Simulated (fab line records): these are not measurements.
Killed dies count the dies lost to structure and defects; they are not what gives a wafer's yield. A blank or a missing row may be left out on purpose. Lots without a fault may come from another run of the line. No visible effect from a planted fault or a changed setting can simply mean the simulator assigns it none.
fab line records ; flow gf180mcu
record lots=24; wafers=72; lastDay=34
route steps=602 shown HV_LDD@208 CONTACT@290 M1@330 M3@424 M5@534 V5@543
lots with no fault: from the same line, run without faults
startH: the number of hours between the record's first day and the start of the first shown wafer of the lot ; waitH: hours from the lot's prior step to this one ; " same as the row above ; L1.1+2: one row covering several wafers at once ; - no value, or no start given ; * or withheld: withheld ; < > ~ a bound
route shown NAME@n: a module of which the file shows steps, and the number in the route of the first ; usual: the fault-free wafers' mean and standard deviation ; same: alike in all rows ; chamber/n: place in a boat ; sites: readings site by site ; _std_site: how widely they spread, as a standard deviation ; _edge_site: outer sites' mean less inner sites' ; radiusMm: how far each site lies from the wafer's centre ; mask NAME#n: copy n ; behind: tool/chamber where the wafer was last shaped ; hold: what put the lot on hold/how long, in hours/how the hold closed ; device: names the non-switching transistor (n, p or np) ; end of line: the tests these same wafers got at the end of their route ; step lacking rows: just its recipe ; killed: at the first sort, the dies lost to defects and structure; wafer yield is something else ; map: dies across one wafer; x = killed, . = not, _ = none there
set.NAME: the setting as run; set.NAME@STEP: as run at that earlier step ; model.NAME: the simulator's own value behind a step, which no gauge read
a sample of lots followed through the steps of the route, with each step as a table and each wafer as a row
## steps
# step GF_HV_LDD_OVL_MEAS_32
# usual HV_LDD_02_OVL=-0.1/1.4
lot.wafer;tool;chamber;startH;waitH;HV_LDD_02_OVL[nm]
L074.3;overlay-02;-;260.16;0.1;-1.5
L074.4;overlay-02;-;260.16;0.1;-1.8
L074.6;overlay-02;-;260.16;0.1;-0.8
L075.1;overlay-01;-;266.36;0.1;1.2
L075.2;overlay-01;-;266.36;0.1;1.6
L075.3;overlay-01;-;266.36;0.1;1.0
L076.2;overlay-01;-;276.72;0.1;0.5
L076.5;overlay-01;-;276.72;0.1;-0.6
L076.6;overlay-01;-;276.72;0.1;-0.1
L077.2;overlay-01;-;277.99;0.1;0.8
L077.3;overlay-01;-;277.99;0.1;-0.9
L077.5;overlay-01;-;277.99;0.1;0.1
L078.1;overlay-01;-;282.58;0.1;0.1
L078.3;overlay-01;-;282.58;0.1;-0.5
L078.4;overlay-01;-;282.58;0.1;-0.5
L079.4;overlay-02;-;289.95;0.1;0.1
L079.5;overlay-02;-;289.95;0.1;-1.4
L079.6;overlay-02;-;289.95;0.1;0.0
L080.2;overlay-02;-;295.09;0.1;-2.5
L080.4;overlay-02;-;295.09;0.1;-3.4
L080.5;overlay-02;-;295.09;0.1;-1.7
L081.1;overlay-02;-;308.69;0.1;-0.8
L081.2;overlay-02;-;308.69;0.1;-1.9
L081.6;overlay-02;-;308.69;0.1;-1.2
L082.1;overlay-01;-;318.98;0.1;-0.9
L082.4;overlay-01;-;318.98;0.1;-0.9
L082.5;overlay-01;-;318.98;0.1;0.0
L083.1;overlay-02;-;323.06;0.1;0.2
L083.2;overlay-02;-;323.06;0.1;1.8
L083.4;overlay-02;-;323.06;0.1;0.7
L084.1;overlay-01;-;331.89;0.1;-2.9
L084.4;overlay-01;-;331.89;0.1;-1.2
L084.5;overlay-01;-;331.89;0.1;-0.5
L085.2;overlay-02;-;340.82;0.1;0.8
L085.4;overlay-02;-;340.82;0.1;1.4
L085.5;overlay-02;-;340.82;0.1;1.0
L086.1;overlay-02;-;352.54;0.1;-2.1
L086.2;overlay-02;-;352.54;0.1;0.7
L086.6;overlay-02;-;352.54;0.1;-0.1
L087.2;overlay-02;-;364.54;0.1;-0.3
L087.4;overlay-02;-;364.54;0.1;-3.3
L087.6;overlay-02;-;364.54;0.1;-1.5
L088.1;overlay-01;-;369.58;0.1;0.6
L088.3;overlay-01;-;369.58;0.1;1.0
L088.5;overlay-01;-;369.58;0.1;2.1
L089.2;overlay-01;-;372.05;0.1;1.9
L089.4;overlay-01;-;372.05;0.1;0.1
L089.5;overlay-01;-;372.05;0.1;1.4
L090.1;overlay-01;-;384.19;0.1;-1.0
L090.4;overlay-01;-;384.19;0.1;-1.7
L090.5;overlay-01;-;384.19;0.1;-1.7
L091.1;overlay-01;-;388.31;0.1;0.7
L091.3;overlay-01;-;388.31;0.1;0.5
L091.6;overlay-01;-;388.31;0.1;1.1
L092.1;overlay-02;-;396.43;0.1;-0.3
L092.4;overlay-02;-;396.43;0.1;-0.3
L092.5;overlay-02;-;396.43;0.1;-1.4
L093.2;overlay-02;-;401.80;0.1;1.4
L093.3;overlay-02;-;401.80;0.1;2.2
L093.4;overlay-02;-;401.80;0.1;1.1
L094.1;overlay-01;-;409.56;0.1;-0.6
L094.5;overlay-01;-;409.56;0.1;0.0
L094.6;overlay-01;-;409.56;0.1;-0.6
L095.2;overlay-02;-;416.67;0.1;0.4
L095.4;overlay-02;-;416.67;0.1;0.6
L095.5;overlay-02;-;416.67;0.1;0.5
L096.2;overlay-02;-;425.97;0.1;-0.4
L096.4;overlay-02;-;425.97;0.1;0.7
L096.5;overlay-02;-;425.97;0.1;0.2
L097.3;overlay-02;-;432.44;0.1;2.8
L097.4;overlay-02;-;432.44;0.1;2.1
L097.5;overlay-02;-;432.44;0.1;2.3
# step GF_CONTACT_THK_MEAS_03
# recipe reads=SiO2_of_CONTACT_CVD_02
# usual CONTACT_CVD_02_THK=863/12
lot.wafer;tool;chamber;startH;waitH;CONTACT_CVD_02_THK[nm]
L074.3;filmMetro-01;-;347.34;0.1;844
L074.4;filmMetro-01;-;347.34;0.1;863
L074.6;filmMetro-01;-;347.34;0.1;853
L075.1;filmMetro-02;-;354.29;0.0;860
L075.2;filmMetro-02;-;354.29;0.0;864
L075.3;filmMetro-02;-;354.29;0.0;854
L076.2;filmMetro-03;-;365.04;0.0;861
L076.5;filmMetro-03;-;365.04;0.0;883
L076.6;filmMetro-03;-;365.04;0.0;881
L077.2;filmMetro-01;-;368.04;0.0;855
L077.3;filmMetro-01;-;368.04;0.0;854
L077.5;filmMetro-01;-;368.04;0.0;881
L078.1;filmMetro-01;-;372.84;0.0;852
L078.3;filmMetro-01;-;372.84;0.0;856
L078.4;filmMetro-01;-;372.84;0.0;872
L079.4;filmMetro-02;-;381.38;0.0;874
L079.5;filmMetro-02;-;381.38;0.0;856
L079.6;filmMetro-02;-;381.38;0.0;854
L080.2;filmMetro-03;-;386.21;0.0;868
L080.4;filmMetro-03;-;386.21;0.0;879
L080.5;filmMetro-03;-;386.21;0.0;877
L081.1;filmMetro-01;-;403.26;0.0;871
L081.2;filmMetro-01;-;403.26;0.0;865
L081.6;filmMetro-01;-;403.26;0.0;887
L082.1;filmMetro-02;-;413.26;0.0;870
L082.4;filmMetro-02;-;413.26;0.0;870
L082.5;filmMetro-02;-;413.26;0.0;881
L083.1;filmMetro-03;-;418.16;0.0;851
L083.2;filmMetro-03;-;418.16;0.0;861
L083.4;filmMetro-03;-;418.16;0.0;865
L084.1;filmMetro-01;-;428.31;0.0;853
L084.4;filmMetro-01;-;428.31;0.0;864
L084.5;filmMetro-01;-;428.31;0.0;860
L085.2;filmMetro-01;-;436.08;0.0;872
L085.4;filmMetro-01;-;436.08;0.0;873
L085.5;filmMetro-01;-;436.08;0.0;876
L086.1;filmMetro-03;-;449.75;0.0;863
L086.2;filmMetro-03;-;449.75;0.0;869
L086.6;filmMetro-03;-;449.75;0.0;871
L087.2;filmMetro-03;-;462.59;0.0;867
L087.4;filmMetro-03;-;462.59;0.0;890
L087.6;filmMetro-03;-;462.59;0.0;875
L088.1;filmMetro-01;-;469.48;0.0;866
L088.3;filmMetro-01;-;469.48;0.0;865
L088.5;filmMetro-01;-;469.48;0.0;876
L089.2;filmMetro-03;-;472.15;0.0;842
L089.4;filmMetro-03;-;472.15;0.0;865
L089.5;filmMetro-03;-;472.15;0.0;861
L090.1;filmMetro-01;-;483.90;0.0;855
L090.4;filmMetro-01;-;483.90;0.0;873
L090.5;filmMetro-01;-;483.90;0.0;876
L091.1;filmMetro-02;-;491.61;0.0;843
L091.3;filmMetro-02;-;491.61;0.0;836
L091.6;filmMetro-02;-;491.61;0.0;863
L092.1;filmMetro-02;-;500.31;0.0;848
L092.4;filmMetro-02;-;500.31;0.0;854
L092.5;filmMetro-02;-;500.31;0.0;849
L093.2;filmMetro-02;-;503.34;0.0;860
L093.3;filmMetro-02;-;503.34;0.0;845
L093.4;filmMetro-02;-;503.34;0.0;864
L094.1;filmMetro-02;-;509.86;0.0;856
L094.5;filmMetro-02;-;509.86;0.0;862
L094.6;filmMetro-02;-;509.86;0.0;883
L095.2;filmMetro-03;-;517.22;0.0;849
L095.4;filmMetro-03;-;517.22;0.0;862
L095.5;filmMetro-03;-;517.22;0.0;857
L096.2;filmMetro-01;-;527.48;0.0;852
L096.4;filmMetro-01;-;527.48;0.0;870
L096.5;filmMetro-01;-;527.48;0.0;877
L097.3;filmMetro-03;-;532.95;0.1;846
L097.4;filmMetro-03;-;532.95;0.1;855
L097.5;filmMetro-03;-;532.95;0.1;869
# step GF_M1_OVL_MEAS_15
# usual M1_OVL=0/4.5
lot.wafer;tool;chamber;startH;waitH;M1_OVL[nm]
L074.3;overlay-02;-;392.63;0.1;4
L074.4;overlay-02;-;392.63;0.1;4
L074.6;overlay-02;-;392.63;0.1;8
L075.1;overlay-01;-;400.23;0.1;0
L075.2;overlay-01;-;400.23;0.1;-7
L075.3;overlay-01;-;400.23;0.1;0
L076.2;overlay-01;-;412.27;0.1;5
L076.5;overlay-01;-;412.27;0.1;5
L076.6;overlay-01;-;412.27;0.1;3
L077.2;overlay-01;-;416.54;0.1;-2
L077.3;overlay-01;-;416.54;0.1;-4
L077.5;overlay-01;-;416.54;0.1;2
L078.1;overlay-02;-;419.97;0.1;3
L078.3;overlay-02;-;419.97;0.1;9
L078.4;overlay-02;-;419.97;0.1;3
L079.4;overlay-02;-;428.63;0.1;-4
L079.5;overlay-02;-;428.63;0.1;-1
L079.6;overlay-02;-;428.63;0.1;1
L080.2;overlay-01;-;433.87;0.1;0
L080.4;overlay-01;-;433.87;0.1;2
L080.5;overlay-01;-;433.87;0.1;1
L081.1;overlay-01;-;454.27;0.1;10
L081.2;overlay-01;-;454.27;0.1;8
L081.6;overlay-01;-;454.27;0.1;4
L082.1;overlay-02;-;464.08;0.1;-1
L082.4;overlay-02;-;464.08;0.1;2
L082.5;overlay-02;-;464.08;0.1;1
L083.1;overlay-01;-;468.62;0.1;0
L083.2;overlay-01;-;468.62;0.1;-5
L083.4;overlay-01;-;468.62;0.1;-5
L084.1;overlay-01;-;479.12;0.1;3
L084.4;overlay-01;-;479.12;0.1;-2
L084.5;overlay-01;-;479.12;0.1;1
L085.2;overlay-01;-;486.12;0.1;1
L085.4;overlay-01;-;486.12;0.1;-1
L085.5;overlay-01;-;486.12;0.1;-6
L086.1;overlay-01;-;499.56;0.1;2
L086.2;overlay-01;-;499.56;0.1;-3
L086.6;overlay-01;-;499.56;0.1;-1
L087.2;overlay-01;-;511.59;0.1;-2
L087.4;overlay-01;-;511.59;0.1;-4
L087.6;overlay-01;-;511.59;0.1;-4
L088.1;overlay-02;-;518.41;0.1;-3
L088.3;overlay-02;-;518.41;0.1;0
L088.5;overlay-02;-;518.41;0.1;0
L089.2;overlay-02;-;522.12;0.1;1
L089.4;overlay-02;-;522.12;0.1;2
L089.5;overlay-02;-;522.12;0.1;-1
L090.1;overlay-02;-;532.91;0.1;-2
L090.4;overlay-02;-;532.91;0.1;2
L090.5;overlay-02;-;532.91;0.1;0
L091.1;overlay-01;-;539.56;0.1;1
L091.3;overlay-01;-;539.56;0.1;0
L091.6;overlay-01;-;539.56;0.1;-1
L092.1;overlay-01;-;547.73;0.1;-9
L092.4;overlay-01;-;547.73;0.1;-2
L092.5;overlay-01;-;547.73;0.1;-9
L093.2;overlay-01;-;550.99;0.1;10
L093.3;overlay-01;-;550.99;0.1;1
L093.4;overlay-01;-;550.99;0.1;6
L094.1;overlay-02;-;557.62;0.1;-7
L094.5;overlay-02;-;557.62;0.1;-8
L094.6;overlay-02;-;557.62;0.1;-10
L095.2;overlay-01;-;564.01;0.1;3
L095.4;overlay-01;-;564.01;0.1;0
L095.5;overlay-01;-;564.01;0.1;4
L096.2;overlay-01;-;573.86;0.1;-6
L096.4;overlay-01;-;573.86;0.1;1
L096.5;overlay-01;-;573.86;0.1;-2
L097.3;overlay-02;-;579.24;0.1;0
L097.4;overlay-02;-;579.24;0.1;2
L097.5;overlay-02;-;579.24;0.1;-2
# step GF_M3_OVL_MEAS_15
# usual M3_OVL=-5/6.5
lot.wafer;tool;chamber;startH;waitH;M3_OVL[nm]
L074.3;overlay-01;-;493.38;0.1;-1
L074.4;overlay-01;-;493.38;0.1;3
L074.6;overlay-01;-;493.38;0.1;1
L075.1;overlay-02;-;503.53;0.1;-7
L075.2;overlay-02;-;503.53;0.1;-15
L075.3;overlay-02;-;503.53;0.1;-4
L076.2;overlay-01;-;515.22;0.1;-10
L076.5;overlay-01;-;515.22;0.1;-8
L076.6;overlay-01;-;515.22;0.1;-6
L077.2;overlay-01;-;517.52;0.1;6
L077.3;overlay-01;-;517.52;0.1;10
L077.5;overlay-01;-;517.52;0.1;3
L078.1;overlay-01;-;520.77;0.1;-8
L078.3;overlay-01;-;520.77;0.1;-4
L078.4;overlay-01;-;520.77;0.1;-4
L079.4;overlay-01;-;529.43;0.1;-1
L079.5;overlay-01;-;529.43;0.1;3
L079.6;overlay-01;-;529.43;0.1;-3
L080.2;overlay-02;-;535.51;0.1;-3
L080.4;overlay-02;-;535.51;0.1;-4
L080.5;overlay-02;-;535.51;0.1;-6
L081.1;overlay-01;-;553.57;0.1;-4
L081.2;overlay-01;-;553.57;0.1;-8
L081.6;overlay-01;-;553.57;0.1;-13
L082.1;overlay-02;-;563.12;0.1;-5
L082.4;overlay-02;-;563.12;0.1;3
L082.5;overlay-02;-;563.12;0.1;-2
L083.1;overlay-01;-;568.27;0.1;-7
L083.2;overlay-01;-;568.27;0.1;-9
L083.4;overlay-01;-;568.27;0.1;-9
L084.1;overlay-01;-;576.98;0.1;-20
L084.4;overlay-01;-;576.98;0.1;-15
L084.5;overlay-01;-;576.98;0.1;-15
L085.2;overlay-02;-;582.59;0.1;-15
L085.4;overlay-02;-;582.59;0.1;-13
L085.5;overlay-02;-;582.59;0.1;-9
L086.1;overlay-01;-;593.71;0.1;-4
L086.2;overlay-01;-;593.71;0.1;3
L086.6;overlay-01;-;593.71;0.1;1
L087.2;overlay-02;-;604.77;0.1;-5
L087.4;overlay-02;-;604.77;0.1;-8
L087.6;overlay-02;-;604.77;0.1;-2
L088.1;overlay-01;-;613.13;0.1;-11
L088.3;overlay-01;-;613.13;0.1;-10
L088.5;overlay-01;-;613.13;0.1;-12
L089.2;overlay-02;-;615.17;0.1;-11
L089.4;overlay-02;-;615.17;0.1;0
L089.5;overlay-02;-;615.17;0.1;4
L090.1;overlay-02;-;624.68;0.1;-5
L090.4;overlay-02;-;624.68;0.1;-9
L090.5;overlay-02;-;624.68;0.1;1
L091.1;overlay-02;-;632.41;0.1;-10
L091.3;overlay-02;-;632.41;0.1;-4
L091.6;overlay-02;-;632.41;0.1;-12
L092.1;overlay-02;-;637.01;0.1;-14
L092.4;overlay-02;-;637.01;0.1;-10
L092.5;overlay-02;-;637.01;0.1;-10
L093.2;overlay-02;-;641.42;0.1;-1
L093.3;overlay-02;-;641.42;0.1;1
L093.4;overlay-02;-;641.42;0.1;2
L094.1;overlay-02;-;647.13;0.1;-6
L094.5;overlay-02;-;647.13;0.1;-7
L094.6;overlay-02;-;647.13;0.1;-12
L095.2;overlay-02;-;654.77;0.1;-6
L095.4;overlay-02;-;654.77;0.1;-3
L095.5;overlay-02;-;654.77;0.1;2
L096.2;overlay-02;-;663.87;0.1;-5
L096.4;overlay-02;-;663.87;0.1;-12
L096.5;overlay-02;-;663.87;0.1;-11
L097.3;overlay-02;-;665.58;0.1;2
L097.4;overlay-02;-;665.58;0.1;4
L097.5;overlay-02;-;665.58;0.1;-1
# step GF_M5_OVL_MEAS_08
# usual M5_OVL=1/4.9
lot.wafer;tool;chamber;startH;waitH;M5_OVL[nm]
L074.3;overlay-01;-;611.89;0.1;0
L074.4;overlay-01;-;611.89;0.1;3
L074.6;overlay-01;-;611.89;0.1;0
L075.1;overlay-01;-;619.16;0.1;-4
L075.2;overlay-01;-;619.16;0.1;1
L075.3;overlay-01;-;619.16;0.1;-3
L076.2;overlay-02;-;629.37;0.1;-1
L076.5;overlay-02;-;629.37;0.1;3
L076.6;overlay-02;-;629.37;0.1;5
L077.2;overlay-02;-;632.89;0.1;-6
L077.3;overlay-02;-;632.89;0.1;-9
L077.5;overlay-02;-;632.89;0.1;-12
L078.1;overlay-01;-;635.16;0.1;4
L078.3;overlay-01;-;635.16;0.1;7
L078.4;overlay-01;-;635.16;0.1;1
L079.4;overlay-01;-;642.46;0.1;7
L079.5;overlay-01;-;642.46;0.1;5
L079.6;overlay-01;-;642.46;0.1;8
L080.2;overlay-02;-;646.34;0.1;3
L080.4;overlay-02;-;646.34;0.1;5
L080.5;overlay-02;-;646.34;0.1;0
L081.1;overlay-01;-;664.46;0.1;5
L081.2;overlay-01;-;664.46;0.1;2
L081.6;overlay-01;-;664.46;0.1;7
L082.1;overlay-02;-;672.63;0.1;0
L082.4;overlay-02;-;672.63;0.1;-5
L082.5;overlay-02;-;672.63;0.1;4
L083.1;overlay-01;-;676.16;0.1;4
L083.2;overlay-01;-;676.16;0.1;3
L083.4;overlay-01;-;676.16;0.1;2
L084.1;overlay-02;-;683.79;0.1;-2
L084.4;overlay-02;-;683.79;0.1;2
L084.5;overlay-02;-;683.79;0.1;3
L085.2;overlay-01;-;689.57;0.1;0
L085.4;overlay-01;-;689.57;0.1;-2
L085.5;overlay-01;-;689.57;0.1;-8
L086.1;overlay-01;-;700.26;0.1;2
L086.2;overlay-01;-;700.26;0.1;6
L086.6;overlay-01;-;700.26;0.1;4
L087.2;overlay-01;-;708.92;0.1;-8
L087.4;overlay-01;-;708.92;0.1;-2
L087.6;overlay-01;-;708.92;0.1;2
L088.1;overlay-02;-;716.36;0.1;7
L088.3;overlay-02;-;716.36;0.1;6
L088.5;overlay-02;-;716.36;0.1;2
L089.2;overlay-01;-;718.44;0.1;-12
L089.4;overlay-01;-;718.44;0.1;-10
L089.5;overlay-01;-;718.44;0.1;-9
L090.1;overlay-01;-;724.93;0.1;8
L090.4;overlay-01;-;724.93;0.1;14
L090.5;overlay-01;-;724.93;0.1;6
L091.1;overlay-01;-;733.78;0.1;-4
L091.3;overlay-01;-;733.78;0.1;-5
L091.6;overlay-01;-;733.78;0.1;-1
L092.1;overlay-01;-;737.23;0.1;-2
L092.4;overlay-01;-;737.23;0.1;-5
L092.5;overlay-01;-;737.23;0.1;0
L093.2;overlay-01;-;740.69;0.1;-4
L093.3;overlay-01;-;740.69;0.1;-3
L093.4;overlay-01;-;740.69;0.1;5
L094.1;overlay-01;-;745.96;0.1;2
L094.5;overlay-01;-;745.96;0.1;11
L094.6;overlay-01;-;745.96;0.1;9
L095.2;overlay-01;-;751.02;0.1;-5
L095.4;overlay-01;-;751.02;0.1;5
L095.5;overlay-01;-;751.02;0.1;3
L096.2;overlay-01;-;759.77;0.1;0
L096.4;overlay-01;-;759.77;0.1;3
L096.5;overlay-01;-;759.77;0.1;3
L097.3;overlay-02;-;761.59;0.1;4
L097.4;overlay-02;-;761.59;0.1;1
L097.5;overlay-02;-;761.59;0.1;3
# step GF_V5_THK_MEAS_03
# recipe reads=SiO2_of_V5_CVD_02
# usual V5_CVD_02_THK=1450/20
lot.wafer;tool;chamber;startH;waitH;V5_CVD_02_THK[nm]
L074.3;filmMetro-02;-;612.93;0.1;1445
L074.4;filmMetro-02;-;612.93;0.1;1434
L074.6;filmMetro-02;-;612.93;0.1;1461
L075.1;filmMetro-01;-;620.08;0.1;1439
L075.2;filmMetro-01;-;620.08;0.1;1443
L075.3;filmMetro-01;-;620.08;0.1;1448
L076.2;filmMetro-04;-;630.50;0.1;1417
L076.5;filmMetro-04;-;630.50;0.1;1464
L076.6;filmMetro-04;-;630.50;0.1;1467
L077.2;filmMetro-04;-;633.86;0.1;1463
L077.3;filmMetro-04;-;633.86;0.1;1479
L077.5;filmMetro-04;-;633.86;0.1;1467
L078.1;filmMetro-04;-;636.20;0.1;1421
L078.3;filmMetro-04;-;636.20;0.1;1429
L078.4;filmMetro-04;-;636.20;0.1;1452
L079.4;filmMetro-02;-;643.51;0.0;1466
L079.5;filmMetro-02;-;643.51;0.0;1455
L079.6;filmMetro-02;-;643.51;0.0;1463
L080.2;filmMetro-01;-;647.31;0.1;1467
L080.4;filmMetro-01;-;647.31;0.1;1465
L080.5;filmMetro-01;-;647.31;0.1;1491
L081.1;filmMetro-01;-;665.42;0.1;1446
L081.2;filmMetro-01;-;665.42;0.1;1439
L081.6;filmMetro-01;-;665.42;0.1;1480
L082.1;filmMetro-04;-;673.70;0.1;1447
L082.4;filmMetro-04;-;673.70;0.1;1468
L082.5;filmMetro-04;-;673.70;0.1;1466
L083.1;filmMetro-04;-;677.20;0.1;1418
L083.2;filmMetro-04;-;677.20;0.1;1429
L083.4;filmMetro-04;-;677.20;0.1;1441
L084.1;filmMetro-04;-;684.85;0.1;1425
L084.4;filmMetro-04;-;684.85;0.1;1439
L084.5;filmMetro-04;-;684.85;0.1;1446
L085.2;filmMetro-02;-;690.49;0.1;1452
L085.4;filmMetro-02;-;690.49;0.1;1483
L085.5;filmMetro-02;-;690.49;0.1;1483
L086.1;filmMetro-01;-;701.18;0.1;1406
L086.2;filmMetro-01;-;701.18;0.1;1424
L086.6;filmMetro-01;-;701.18;0.1;1431
L087.2;filmMetro-02;-;709.85;0.1;1460
L087.4;filmMetro-02;-;709.85;0.1;1489
L087.6;filmMetro-02;-;709.85;0.1;1501
L088.1;filmMetro-04;-;717.34;0.1;1416
L088.3;filmMetro-04;-;717.34;0.1;1420
L088.5;filmMetro-04;-;717.34;0.1;1430
L089.2;filmMetro-02;-;719.36;0.1;1444
L089.4;filmMetro-02;-;719.36;0.1;1464
L089.5;filmMetro-02;-;719.36;0.1;1499
L090.1;filmMetro-04;-;725.88;0.1;1454
L090.4;filmMetro-04;-;725.88;0.1;1466
L090.5;filmMetro-04;-;725.88;0.1;1428
L091.1;filmMetro-02;-;734.70;0.1;1461
L091.3;filmMetro-02;-;734.70;0.1;1442
L091.6;filmMetro-02;-;734.70;0.1;1462
L092.1;filmMetro-02;-;738.27;0.1;1425
L092.4;filmMetro-02;-;738.27;0.1;1450
L092.5;filmMetro-02;-;738.27;0.1;1453
L093.2;filmMetro-01;-;741.76;0.1;1412
L093.3;filmMetro-01;-;741.76;0.1;1433
L093.4;filmMetro-01;-;741.76;0.1;1460
L094.1;filmMetro-01;-;747.10;0.1;1432
L094.5;filmMetro-01;-;747.10;0.1;1466
L094.6;filmMetro-01;-;747.10;0.1;1471
L095.2;filmMetro-01;-;752.05;0.1;1411
L095.4;filmMetro-01;-;752.05;0.1;1443
L095.5;filmMetro-01;-;752.05;0.1;1435
L096.2;filmMetro-01;-;760.91;0.1;1431
L096.4;filmMetro-01;-;760.91;0.1;1464
L096.5;filmMetro-01;-;760.91;0.1;1449
L097.3;filmMetro-01;-;762.52;0.1;1442
L097.4;filmMetro-01;-;762.52;0.1;1468
L097.5;filmMetro-01;-;762.52;0.1;1473
## key
fault none
